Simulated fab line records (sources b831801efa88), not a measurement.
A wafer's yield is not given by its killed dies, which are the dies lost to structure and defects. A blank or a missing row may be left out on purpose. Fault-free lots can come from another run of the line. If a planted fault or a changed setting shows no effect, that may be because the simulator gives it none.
fab line records | flow gf180mcu
record: lots: 10 wafers: 30 lastDay: 34
route steps=602 shown V2@397 M3@409
lots that met no fault: from a run of the same line without faults
startH: the number of hours between the record's first day and the start of the first shown wafer of the lot | waitH: time in hours since the lot's previous step | " identical to the entry in the row above | L1.1+2: a row that stands for several wafers | - value missing, or start not given | * or withheld: withheld | < > ~ a bound
route shown NAME@n: names a module that has steps shown in the file, with the first one's number in the route | usual: average and standard deviation across the fault-free wafers | same: alike in all rows | chamber/n: place in a boat | sites: the reading at each site | _std_site: standard deviation of those values | _edge_site: outer sites' mean less inner sites' | radiusMm: how far each site lies from the wafer's centre | mask NAME#n: copy n | behind: tool/chamber where the wafer was last shaped | hold: reason for holding the lot/hours on hold/outcome of the hold | device: the n, p or np transistor that did not switch | end of line: the same wafers' tests at the end of the route | a step with no rows: only its recipe | killed: the dies lost at the first sort to structure and to defects; this is not the yield of the wafer | map: a wafer's dies, marking killed ones x, the rest . and places with no die _
set.NAME: setting as actually run; set.NAME@STEP: the setting as run at that earlier step | model.NAME: the simulator's own value behind a step, which no gauge read
one table for each step of the route and one row for each wafer, over a sample of lots
services: when a tool's chamber went out of use (startH, in hours from the record's first day, below 0 if earlier), for how many hours, and the reason
== steps ==
step: GF_V2_OVL_MEAS_15
usual: V2_OVL: 0/4.8
columns lot.wafer tool chamber startH waitH V2_OVL[nm]
L926.1 overlay-02 - 460.24 0.1 2
L926.4 " - " " -4
L926.5 " - " " 2
L932.2 overlay-02 - 527.15 0.1 0
L932.5 " - " " -3
L932.6 " - " " -6
L934.1 overlay-02 - 533.57 0.1 -3
L934.4 " - " " -11
L934.5 " - " " -7
L935.1 overlay-01 - 545.52 0.1 -4
L935.2 " - " " -6
L935.4 " - " " -3
L937.2 overlay-01 - 560.17 0.1 5
L937.3 " - " " 2
L937.4 " - " " -3
L939.1 overlay-02 - 574.09 0.1 -6
L939.2 " - " " -5
L939.3 " - " " -2
L941.3 overlay-01 - 595.80 0.1 7
L941.5 " - " " 7
L941.6 " - " " 7
L943.1 overlay-02 - 609.79 0.1 3
L943.4 " - " " -3
L943.6 " - " " -2
L948.1 overlay-01 - 640.19 0.1 -2
L948.5 " - " " -10
L948.6 " - " " -5
L949.2 overlay-01 - 649.69 0.1 8
L949.4 " - " " 8
L949.6 " - " " 8
step: GF_V2_CVD_23
recipe: material: W targetThkNm: 350 timeS: 104.94 tempC: 400 pressureTorr: 40
usual: chamberPressureTorr: 39.99/0.088 heaterPowerW: 781/38 susceptorTempC: 400.01/0.24
columns lot.wafer tool chamber startH waitH chamberPressureTorr heaterPowerW susceptorTempC
L926.1 cvdW-01 1 461.04 0.0 40.06 762 400.04
L926.4 " 0 " " 40.03 716 400.21
L926.5 " 0 " " 40.01 709 400.11
L932.2 cvdW-01 0 527.97 0.0 39.88 721 399.80
L932.5 " 1 " " 39.99 778 400.27
L932.6 " 0 " " 40.00 718 399.73
L934.1 cvdW-02 1 534.36 0.0 39.82 803 399.89
L934.4 " 1 " " 39.85 832 399.76
L934.5 " 0 " " 39.96 811 400.09
L935.1 cvdW-01 1 546.35 0.0 39.96 775 399.90
L935.2 " 0 " " 39.90 717 399.97
L935.4 " 1 " " 40.18 757 400.14
L937.2 cvdW-01 1 560.96 0.0 40.07 760 399.99
L937.3 " 1 " " 40.04 759 399.95
L937.4 " 0 " " 40.02 720 400.08
L939.1 cvdW-01 1 574.88 0.0 40.04 773 400.19
L939.2 " 0 " " 39.89 728 400.18
L939.3 " 0 " " 39.97 718 400.19
L941.3 cvdW-01 1 596.62 0.1 39.98 866 416.28
L941.5 " 1 " " 39.89 843 416.22
L941.6 " 0 " " 39.92 741 399.84
L943.1 cvdW-01 1 610.63 0.0 39.96 839 416.53
L943.4 " 0 " " 40.01 758 399.61
L943.6 " 0 " " 40.13 722 399.75
L948.1 cvdW-02 0 641.29 0.0 40.00 795 400.14
L948.5 " 0 " " 40.15 800 399.80
L948.6 " 1 " " 40.02 791 400.66
L949.2 cvdW-02 0 650.53 0.0 40.10 824 400.21
L949.4 " 0 " " 40.10 816 399.73
L949.6 " 0 " " 39.97 831 399.57
step: GF_V2_RS_MEAS_24
recipe: thkMeasGauge: four-point-probe reads: W_of_V2_CVD_23+TiN_of_V2_SPUTTER_22+Ti_of_V2_SPUTTER_21
usual: V2_W_RS: 0.326/0.0041
columns lot.wafer tool chamber startH waitH hold V2_W_RS[ohm/sq]
L926.1 filmMetro-02 - 461.15 0.1 - 0.328
L926.4 " - " " - 0.333
L926.5 " - " " - 0.329
L932.2 filmMetro-01 - 528.10 0.1 - 0.326
L932.5 " - " " - 0.322
L932.6 " - " " - 0.326
L934.1 filmMetro-01 - 534.48 0.1 - 0.324
L934.4 " - " " - 0.321
L934.5 " - " " - 0.330
L935.1 filmMetro-01 - 546.46 0.1 - 0.326
L935.2 " - " " - 0.328
L935.4 " - " " - 0.323
L937.2 filmMetro-02 - 561.10 0.1 - 0.324
L937.3 " - " " - 0.326
L937.4 " - " " - 0.326
L939.1 filmMetro-02 - 575.00 0.1 - 0.325
L939.2 " - " " - 0.327
L939.3 " - " " - 0.328
L941.3 filmMetro-01 - 596.74 0.1 awaitDispo/0.2h/release 0.244
L941.5 " - " " awaitDispo/0.2h/release 0.244
L941.6 " - " " awaitDispo/0.2h/release 0.327
L941.3 filmMetro-01 - 597.03 0.3 - 0.245
L941.5 " - " " - 0.244
L941.6 " - " " - 0.327
L943.1 filmMetro-04 - 610.75 0.1 awaitDispo/0.2h/release 0.243
L943.4 " - " " awaitDispo/0.2h/release 0.326
L943.6 " - " " awaitDispo/0.2h/release 0.322
L943.1 filmMetro-04 - 611.03 0.3 - 0.243
L943.4 " - " " - 0.326
L943.6 " - " " - 0.322
L948.1 filmMetro-04 - 641.40 0.1 - 0.332
L948.5 " - " " - 0.325
L948.6 " - " " - 0.326
L949.2 filmMetro-01 - 650.66 0.1 - 0.332
L949.4 " - " " - 0.333
L949.6 " - " " - 0.334
step: GF_V2_THK_MEAS_25
recipe: thkMeasGauge: xrf reads: W_of_V2_CVD_23
usual: V2_W_THK: 331/4.5
columns lot.wafer tool chamber startH waitH hold V2_W_THK[nm]
L926.1 filmMetro-02 - 461.27 0.1 - 331
L926.4 " - " " - 326
L926.5 " - " " - 328
L932.2 filmMetro-01 - 528.21 0.1 - 332
L932.5 " - " " - 335
L932.6 " - " " - 332
L934.1 filmMetro-01 - 534.60 0.1 - 334
L934.4 " - " " - 336
L934.5 " - " " - 330
L935.1 filmMetro-01 - 546.58 0.1 - 333
L935.2 " - " " - 329
L935.4 " - " " - 334
L937.2 filmMetro-02 - 561.21 0.1 - 333
L937.3 " - " " - 332
L937.4 " - " " - 329
L939.1 filmMetro-02 - 575.12 0.1 - 332
L939.2 " - " " - 331
L939.3 " - " " - 328
L941.3 filmMetro-01 - 599.47 2.4 awaitDispo/0.2h/release 434
L941.5 " - " " awaitDispo/0.2h/release 435
L941.6 " - " " awaitDispo/0.2h/release 330
L941.3 filmMetro-01 - 599.70 0.2 - 436
L941.5 " - " " - 434
L941.6 " - " " - 329
L943.1 filmMetro-04 - 612.51 1.5 awaitDispo/0.2h/release 433
L943.4 " - " " awaitDispo/0.2h/release 331
L943.6 " - " " awaitDispo/0.2h/release 335
L943.1 filmMetro-04 - 612.84 0.3 - 434
L943.4 " - " " - 331
L943.6 " - " " - 335
L948.1 filmMetro-04 - 641.52 0.1 - 327
L948.5 " - " " - 334
L948.6 " - " " - 333
L949.2 filmMetro-01 - 650.77 0.1 - 323
L949.4 " - " " - 325
L949.6 " - " " - 322
step: GF_V2_CMP_26
recipe: stopOn: SiO2 downForcePsi: 3.5 platenRpm: 60 tOverpolishS: 15 targetThkNm: 0 padVelocityMS: 0.94248
usual: motorCurrentA: 11.3/1.3 timeToEndpointS: 82/4.6
columns lot.wafer tool chamber startH waitH hold motorCurrentA timeToEndpointS
L926.4 cmp-01 0 461.38 0.1 - 11.1 82
L926.1 " 2 " " - 9.7 90
L926.5 " 3 " " - 8.4 85
L932.2 cmp-01 3 528.41 0.2 - 8.7 81
L932.5 " 0 " " - 11.3 79
L932.6 " 1 " " - 14.2 77
L934.4 cmp-01 2 534.71 0.1 - 10.2 82
L934.1 " 0 " " - 11.3 73
L934.5 " 1 " " - 13.4 73
L935.4 cmp-02 0 546.69 0.1 - 11.0 77
L935.1 " 1 " " - 11.8 82
L935.2 " 2 " " - 12.1 86
L937.3 cmp-01 3 561.61 0.4 - 8.6 88
L937.4 " 1 " " - 13.6 80
L937.2 " 2 " " - 10.0 85
L939.3 cmp-02 3 575.28 0.1 - 10.9 80
L939.2 " 0 " " - 11.2 73
L939.1 " 1 " " - 11.4 80
L941.3 cmp-02 1 605.58 5.9 awaitDispo/5.5h/release 11.8 110
L941.5 " 2 " " awaitDispo/5.5h/release 12.5 117
L941.6 " 3 " " awaitDispo/5.5h/release 10.7 84
L943.4 cmp-02 0 615.78 2.9 awaitDispo/2.9h/release 10.5 80
L943.1 " 1 " " awaitDispo/2.9h/release 11.6 114
L943.6 " 1 " " awaitDispo/2.9h/release 11.7 86
L948.1 cmp-02 0 641.58 0.1 - 11.0 78
L948.5 " 0 " " - 11.1 78
L948.6 " 1 " " - 11.5 81
L949.2 cmp-02 1 650.82 0.0 - 11.5 81
L949.4 " 2 " " - 12.6 86
L949.6 " 1 " " - 11.5 80
step: GF_M3_SPUTTER_00
recipe: material: Ti targetThkNm: 37.5 arrivingIonEnergyEv: 80 substrateTempC: 200 chamberPressurePa: 2 powerW: 4000 timeS: 150
usual: throttleValvePct: 30.1/1.1
columns lot.wafer tool chamber startH waitH throttleValvePct
L926.1 pvdSputter-02 - 461.63 0.1 28.5
L926.4 " - " " 31.3
L926.5 " - " " 28.5
L932.2 pvdSputter-03 - 528.56 0.1 31.7
L932.5 " - " " 30.0
L932.6 " - " " 31.0
L934.1 pvdSputter-01 - 534.96 0.1 28.1
L934.4 " - " " 29.3
L934.5 " - " " 29.1
L935.1 pvdSputter-01 - 546.94 0.1 28.3
L935.2 " - " " 30.0
L935.4 " - " " 29.7
L937.2 pvdSputter-03 - 561.91 0.1 31.7
L937.3 " - " " 30.3
L937.4 " - " " 29.8
L939.1 pvdSputter-02 - 575.58 0.1 31.5
L939.2 " - " " 30.4
L939.3 " - " " 28.6
L941.3 pvdSputter-01 - 605.73 0.1 28.3
L941.5 " - " " 29.1
L941.6 " - " " 30.3
L943.1 pvdSputter-02 - 616.08 0.2 28.7
L943.4 " - " " 31.3
L943.6 " - " " 31.2
L948.1 pvdSputter-01 - 641.88 0.2 30.2
L948.5 " - " " 28.2
L948.6 " - " " 30.2
L949.2 pvdSputter-03 - 651.12 0.2 30.9
L949.4 " - " " 31.7
L949.6 " - " " 29.4
step: GF_M3_SPUTTER_03
recipe: material: Ti targetThkNm: 10 substrateTempC: 300 chamberPressurePa: 0.3 powerW: 3000 timeS: 6.7
usual: throttleValvePct: 30.1/1
columns lot.wafer tool chamber startH waitH throttleValvePct
L926.1 pvdSputter-02 - 461.79 0.0 28.8
L926.4 " - " " 31.3
L926.5 " - " " 28.7
L932.2 pvdSputter-03 - 528.72 0.0 31.7
L932.5 " - " " 29.8
L932.6 " - " " 30.8
L934.1 pvdSputter-01 - 535.12 0.0 28.1
L934.4 " - " " 29.0
L934.5 " - " " 29.3
L935.1 pvdSputter-01 - 547.10 0.0 28.3
L935.2 " - " " 30.3
L935.4 " - " " 29.8
L937.2 pvdSputter-03 - 562.07 0.0 31.6
L937.3 " - " " 30.2
L937.4 " - " " 29.8
L939.1 pvdSputter-02 - 575.74 0.0 31.5
L939.2 " - " " 30.3
L939.3 " - " " 28.4
L941.3 pvdSputter-01 - 605.89 0.0 28.0
L941.5 " - " " 29.2
L941.6 " - " " 30.2
L943.1 pvdSputter-02 - 616.24 0.0 28.6
L943.4 " - " " 30.8
L943.6 " - " " 31.2
L948.1 pvdSputter-01 - 642.04 0.0 29.9
L948.5 " - " " 28.5
L948.6 " - " " 30.1
L949.2 pvdSputter-03 - 651.28 0.0 30.9
L949.4 " - " " 31.5
L949.6 " - " " 29.6
== services ==
columns tool chamber startH hours kind
cvdW-01 - 447.99 1.8 repair
pvdSputter-03 - 450.83 15.0 repair
cvdW-02 - 457.72 5.9 repair
cmp-01 - 458.06 1.1 repair
pvdSputter-01 0 462.09 - consumableReplace:kit
pvdSputter-01 0 462.09 18.0 scheduledDown
pvdSputter-01 0 462.09 18.0 ventCycle
pvdSputter-02 - 479.81 1.1 repair
cmp-01 - 494.03 0.7 repair
cmp-02 - 512.71 6.7 pm
cmp-02 - 528.47 1.4 repair
pvdSputter-03 1 540.58 - consumableReplace:kit
pvdSputter-03 1 540.58 18.0 scheduledDown
cmp-01 - 554.73 2.9 repair
cvdW-02 0 562.86 12.7 repair
cvdW-01 - 569.55 2.8 pm
pvdSputter-01 - 569.74 3.5 repair
cmp-01 - 572.00 4.0 pm
cmp-01 - 576.78 4.4 pm
pvdSputter-01 3 598.47 - consumableReplace:kit
pvdSputter-03 - 608.51 2.6 repair
cvdW-02 0 617.11 3.1 repair
pvdSputter-02 - 644.04 1.8 repair
pvdSputter-03 - 648.55 2.0 repair
== key ==
firstSign: step: GF_V2_CVD_23 reading: susceptorTempC direction: up sigmas: 69 usual: * struck: *
effect: step: GF_V2_RS_MEAS_24 reading: visit direction: added
effect: step: GF_V2_RS_MEAS_24 reading: V2_W_RS direction: down sigmas: 20 usual: 0.326 struck: 0.244
effect: step: GF_V2_THK_MEAS_25 reading: visit direction: added
effect: step: GF_V2_THK_MEAS_25 reading: V2_W_THK direction: up sigmas: 23 usual: 331 struck: 434
effect: step: GF_V2_CMP_26 reading: timeToEndpointS direction: up sigmas: 6.8 usual: * struck: *
metAt GF_V2_CVD_23
struckLots L941,L943
struckWafers L941.3,L941.5,L943.1
notActingAt GF_V2_OVL_MEAS_15,GF_M3_SPUTTER_00,GF_M3_SPUTTER_03
onsetBetween 574.88 596.62
fault: kind: processParameterDrift tool: cvdW-01 chamber: 1 onsetH: 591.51 steps: GF_V2_CVD_23 channel: tempC offset: * shape: step endH: 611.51 actsIn: * stated: *
